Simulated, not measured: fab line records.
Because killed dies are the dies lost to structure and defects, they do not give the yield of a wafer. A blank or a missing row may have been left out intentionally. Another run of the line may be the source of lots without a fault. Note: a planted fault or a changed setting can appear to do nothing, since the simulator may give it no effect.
Which tool is to blame? || flow gf180mcu || Sampling: 12 lots, 36 wafers, 5 of 602 route steps

WHAT THE GAUGES READ, wafer by wafer
GF_M4_CD_MEAS_14: target cd 280 nm.
{"lot": "L880", "measured": "day 23 19:07", "on": "cd_sem-02", "cd_nm (nm)": "281.7 279.7 282.9"}
{"lot": "L881", "measured": "day 23 22:16", "on": "cd_sem-02", "cd_nm (nm)": "278.6 278.6 278.5"}
{"lot": "L882", "measured": "day 24 02:23", "on": "cd_sem-01", "cd_nm (nm)": "280.6 279.7 280.6"}
{"lot": "L884", "measured": "day 25 01:07", "on": "cd_sem-01", "cd_nm (nm)": "279.6 280.4 280.2"}
{"lot": "L885", "measured": "day 25 09:19", "on": "cd_sem-02", "cd_nm (nm)": "280.4 279.7 280.1"}
{"lot": "L891", "measured": "day 27 12:55", "on": "cd_sem-01", "cd_nm (nm)": "279.3 280.9 281.3"}
{"lot": "L892", "measured": "day 27 18:19", "on": "cd_sem-01", "cd_nm (nm)": "279.3 279.1 279.2"}
{"lot": "L893", "measured": "day 28 03:02", "on": "cd_sem-02", "cd_nm (nm)": "278.4 277.7 279.0"}
{"lot": "L894", "measured": "day 28 11:59", "on": "cd_sem-01", "cd_nm (nm)": "278.6 278.2 278.3"}
{"lot": "L895", "measured": "day 28 20:02", "on": "cd_sem-01", "cd_nm (nm)": "278.5 279.1 278.7"}
{"lot": "L897", "measured": "day 29 06:04", "on": "cd_sem-01", "cd_nm (nm)": "281.7 281.4 281.6"}
{"lot": "L900", "measured": "day 29 22:20", "on": "cd_sem-01", "cd_nm (nm)": "281.0 281.0 281.5"}

GF_M5_CD_MEAS_07: target cd 280 nm.
{"lot": "L880", "measured": "day 26 14:59", "on": "cd_sem-01", "cd_nm (nm)": "279.6 279.0 279.7"}
{"lot": "L881", "measured": "day 26 17:25", "on": "cd_sem-02", "cd_nm (nm)": "281.2 282.0 280.7"}
{"lot": "L882", "measured": "day 26 21:50", "on": "cd_sem-02", "cd_nm (nm)": "280.5 280.3 278.4"}
{"lot": "L884", "measured": "day 27 19:11", "on": "cd_sem-01", "cd_nm (nm)": "280.8 279.0 279.4"}
{"lot": "L885", "measured": "day 28 01:44", "on": "cd_sem-02", "cd_nm (nm)": "278.9 279.6 279.2"}
{"lot": "L891", "measured": "day 30 01:17", "on": "cd_sem-02", "cd_nm (nm)": "280.9 281.0 280.9"}
{"lot": "L892", "measured": "day 30 07:13", "on": "cd_sem-02", "cd_nm (nm)": "260.7 260.2 260.1"}
{"lot": "L893", "measured": "day 30 15:28", "on": "cd_sem-02", "cd_nm (nm)": "256.9 258.5 257.4"}
{"lot": "L894", "measured": "day 30 22:18", "on": "cd_sem-01", "cd_nm (nm)": "279.5 279.2 279.7"}
{"lot": "L895", "measured": "day 31 06:20", "on": "cd_sem-02", "cd_nm (nm)": "279.2 278.9 278.8"}
{"lot": "L897", "measured": "day 31 15:17", "on": "cd_sem-01", "cd_nm (nm)": "279.5 279.1 279.6"}
{"lot": "L900", "measured": "day 32 06:34", "on": "cd_sem-02", "cd_nm (nm)": "278.9 279.2 277.8"}

EACH LOT AND THE TOOL THAT RAN IT (in order: tool; ch and the chambers of the sampled wafers; start)
{"lot": "L880", "GF_M4_SPUTTER_04": "pvd_sputter-04, day 22 19:59", "GF_V4_CVD_23": "cvd_w-01 ch 0,1, day 24 19:35", "GF_M5_PEB_05": "litho_track-04 ch 0, day 26 14:39"}
{"lot": "L881", "GF_M4_SPUTTER_04": "pvd_sputter-04, day 22 23:14", "GF_V4_CVD_23": "cvd_w-01 ch 0,1, day 24 22:01", "GF_M5_PEB_05": "litho_track-04 ch 0, day 26 17:04"}
{"lot": "L882", "GF_M4_SPUTTER_04": "pvd_sputter-01, day 23 03:16", "GF_V4_CVD_23": "cvd_w-02 ch 0,1, day 25 02:34", "GF_M5_PEB_05": "litho_track-04 ch 0, day 26 21:30"}
{"lot": "L884", "GF_M4_SPUTTER_04": "pvd_sputter-04, day 24 03:26", "GF_V4_CVD_23": "cvd_w-01 ch 0,1, day 26 00:20", "GF_M5_PEB_05": "litho_track-02 ch 0, day 27 18:50"}
{"lot": "L885", "GF_M4_SPUTTER_04": "pvd_sputter-03, day 24 12:32", "GF_V4_CVD_23": "cvd_w-01 ch 0,1, day 26 08:53", "GF_M5_PEB_05": "litho_track-03 ch 0, day 28 01:23"}
{"lot": "L891", "GF_M4_SPUTTER_04": "pvd_sputter-01, day 26 16:59", "GF_V4_CVD_23": "cvd_w-02 ch 0,1, day 28 10:40", "GF_M5_PEB_05": "litho_track-02 ch 0, day 30 00:56"}
{"lot": "L892", "GF_M4_SPUTTER_04": "pvd_sputter-03, day 26 21:38", "GF_V4_CVD_23": "cvd_w-01 ch 0,1, day 28 16:16", "GF_M5_PEB_05": "litho_track-04 ch 0, day 30 06:53"}
{"lot": "L893", "GF_M4_SPUTTER_04": "pvd_sputter-04, day 27 06:38", "GF_V4_CVD_23": "cvd_w-01 ch 0,1, day 29 00:48", "GF_M5_PEB_05": "litho_track-04 ch 0, day 30 15:07"}
{"lot": "L894", "GF_M4_SPUTTER_04": "pvd_sputter-04, day 27 16:11", "GF_V4_CVD_23": "cvd_w-01 ch 0,1, day 29 08:50", "GF_M5_PEB_05": "litho_track-02 ch 0, day 30 21:58"}
{"lot": "L895", "GF_M4_SPUTTER_04": "pvd_sputter-03, day 28 00:14", "GF_V4_CVD_23": "cvd_w-01 ch 0,1, day 29 17:16", "GF_M5_PEB_05": "litho_track-02 ch 0, day 31 05:59"}
{"lot": "L897", "GF_M4_SPUTTER_04": "pvd_sputter-03, day 28 10:35", "GF_V4_CVD_23": "cvd_w-01 ch 0,1, day 30 02:53", "GF_M5_PEB_05": "litho_track-02 ch 0, day 31 14:56"}
{"lot": "L900", "GF_M4_SPUTTER_04": "pvd_sputter-03, day 29 03:28", "GF_V4_CVD_23": "cvd_w-02 ch 0,1, day 30 18:59", "GF_M5_PEB_05": "litho_track-03 ch 0, day 32 06:13"}
- GF_M4_SPUTTER_04: material TiN, target thk 50 nm, time 41.7 s.
- GF_V4_CVD_23: deposits W, target thk 350 nm, time 104.9 s.
- GF_M5_PEB_05: peb time 90 s.

AS READ BY THE TOOLS THEMSELVES (means over the sampled wafers that have a number; for cases with no such wafer, the mark the record gives instead)
GF_M4_SPUTTER_04.
{"lot": "L880", "tool": "pvd_sputter-04", "cathode_dc_power_W (W)": 6499.6, "throttle_valve_pct (%)": 30.6}
{"lot": "L881", "tool": "pvd_sputter-04", "cathode_dc_power_W (W)": 6501.5, "throttle_valve_pct (%)": 29.0}
{"lot": "L882", "tool": "pvd_sputter-01", "cathode_dc_power_W (W)": 6499.8, "throttle_valve_pct (%)": 30.9}
{"lot": "L884", "tool": "pvd_sputter-04", "cathode_dc_power_W (W)": 6499.8, "throttle_valve_pct (%)": 29.2}
{"lot": "L885", "tool": "pvd_sputter-03", "cathode_dc_power_W (W)": 6500.6, "throttle_valve_pct (%)": 30.0}
{"lot": "L891", "tool": "pvd_sputter-01", "cathode_dc_power_W (W)": 6499.1, "throttle_valve_pct (%)": 30.1}
{"lot": "L892", "tool": "pvd_sputter-03", "cathode_dc_power_W (W)": 6500.5, "throttle_valve_pct (%)": 30.8}
{"lot": "L893", "tool": "pvd_sputter-04", "cathode_dc_power_W (W)": 6499.7, "throttle_valve_pct (%)": 29.4}
{"lot": "L894", "tool": "pvd_sputter-04", "cathode_dc_power_W (W)": 6500.4, "throttle_valve_pct (%)": 29.4}
{"lot": "L895", "tool": "pvd_sputter-03", "cathode_dc_power_W (W)": 6500.0, "throttle_valve_pct (%)": 30.4}
{"lot": "L897", "tool": "pvd_sputter-03", "cathode_dc_power_W (W)": 6499.8, "throttle_valve_pct (%)": 30.5}
{"lot": "L900", "tool": "pvd_sputter-03", "cathode_dc_power_W (W)": 6499.8, "throttle_valve_pct (%)": 30.1}

GF_V4_CVD_23.
{"lot": "L880", "tool": "cvd_w-01", "heater_power_w (W)": 782}
{"lot": "L881", "tool": "cvd_w-01", "heater_power_w (W)": 794}
{"lot": "L882", "tool": "cvd_w-02", "heater_power_w (W)": 888}
{"lot": "L884", "tool": "cvd_w-01", "heater_power_w (W)": 824}
{"lot": "L885", "tool": "cvd_w-01", "heater_power_w (W)": 795}
{"lot": "L891", "tool": "cvd_w-02", "heater_power_w (W)": 870}
{"lot": "L892", "tool": "cvd_w-01", "heater_power_w (W)": 832}
{"lot": "L893", "tool": "cvd_w-01", "heater_power_w (W)": 827}
{"lot": "L894", "tool": "cvd_w-01", "heater_power_w (W)": 839}
{"lot": "L895", "tool": "cvd_w-01", "heater_power_w (W)": 797}
{"lot": "L897", "tool": "cvd_w-01", "heater_power_w (W)": 785}
{"lot": "L900", "tool": "cvd_w-02", "heater_power_w (W)": 873}

GF_M5_PEB_05.
{"lot": "L880", "tool": "litho_track-04", "heater_power_total_W (W)": 85.79, "plate_temp_C (C)": 134.98}
{"lot": "L881", "tool": "litho_track-04", "heater_power_total_W (W)": 85.71, "plate_temp_C (C)": 134.99}
{"lot": "L882", "tool": "litho_track-04", "heater_power_total_W (W)": 85.63, "plate_temp_C (C)": 135.15}
{"lot": "L884", "tool": "litho_track-02", "heater_power_total_W (W)": 85.70, "plate_temp_C (C)": 135.07}
{"lot": "L885", "tool": "litho_track-03", "heater_power_total_W (W)": 85.80, "plate_temp_C (C)": 134.83}
{"lot": "L891", "tool": "litho_track-02", "heater_power_total_W (W)": 85.72, "plate_temp_C (C)": 135.02}
{"lot": "L892", "tool": "litho_track-04", "heater_power_total_W (W)": 97.78, "plate_temp_C (C)": 149.63}
{"lot": "L893", "tool": "litho_track-04", "heater_power_total_W (W)": 97.82, "plate_temp_C (C)": 149.41}
{"lot": "L894", "tool": "litho_track-02", "heater_power_total_W (W)": 85.73, "plate_temp_C (C)": 135.16}
{"lot": "L895", "tool": "litho_track-02", "heater_power_total_W (W)": 85.64, "plate_temp_C (C)": 134.92}
{"lot": "L897", "tool": "litho_track-02", "heater_power_total_W (W)": 85.70, "plate_temp_C (C)": 135.12}
{"lot": "L900", "tool": "litho_track-03", "heater_power_total_W (W)": 85.71, "plate_temp_C (C)": 135.01}

THE ANSWER, worked out from the rows above alone
Rule: the usual values come from the lots themselves. The widest of any qualifying gaps counts: lots, ordered by their means at a reading, are off when they make up no more than a third of the lots, leave a main group of 4 or more, and stand apart from it by 3 or more times the standard deviation of that group's means. The tables above print the reading to a certain number of digits; a main group whose means all agree to those digits is not used. Also off: a lot with no number at a reading for which 4 or more lots have one. Where the step has rows for the other lots, those lots are counted as sound. First the gauges in route order, then the tools' own readings, where a lot's mean is used as printed above. At the first step where some lot is off, the reading lying furthest off is the one used; lots without a number count as furthest.
Off, at GF_M5_CD_MEAS_07 on cd_nm: L892, L893. For the main group the mean is 279.7 nm and the standard deviation 0.79.
If a tool, at a process step before that reading, ran all the lots that are off and no sound lot after the first of them, it fits. The gauges at GF_M5_CD_MEAS_07 aren't tried: what is off there is off at GF_M5_PEB_05 too, on other tools, and a gauge's error can't cause that. One candidate fits, namely litho_track-04 at GF_M5_PEB_05. A fault onset in the window from L882 (day 26 21:30, its last sound lot) to L892 (day 30 06:53, its first lot off) fits.
The tool's own readings at GF_M5_PEB_05 bear it out: on the lots that are off they differ by more than 5 times the standard deviation of the sound lots' means. heater_power_total_W reads 97.80 W there against 85.71 W on the sound lots; plate_temp_C reads 149.52 C there against 135.03 C on the sound lots.

WHAT THE SIMULATOR HAD PUT IN
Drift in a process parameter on litho_track-04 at GF_M5_PEB_05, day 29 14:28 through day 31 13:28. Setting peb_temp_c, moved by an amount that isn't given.
Shown lots that were struck: L892, L893. The rule given above showed the same thing.
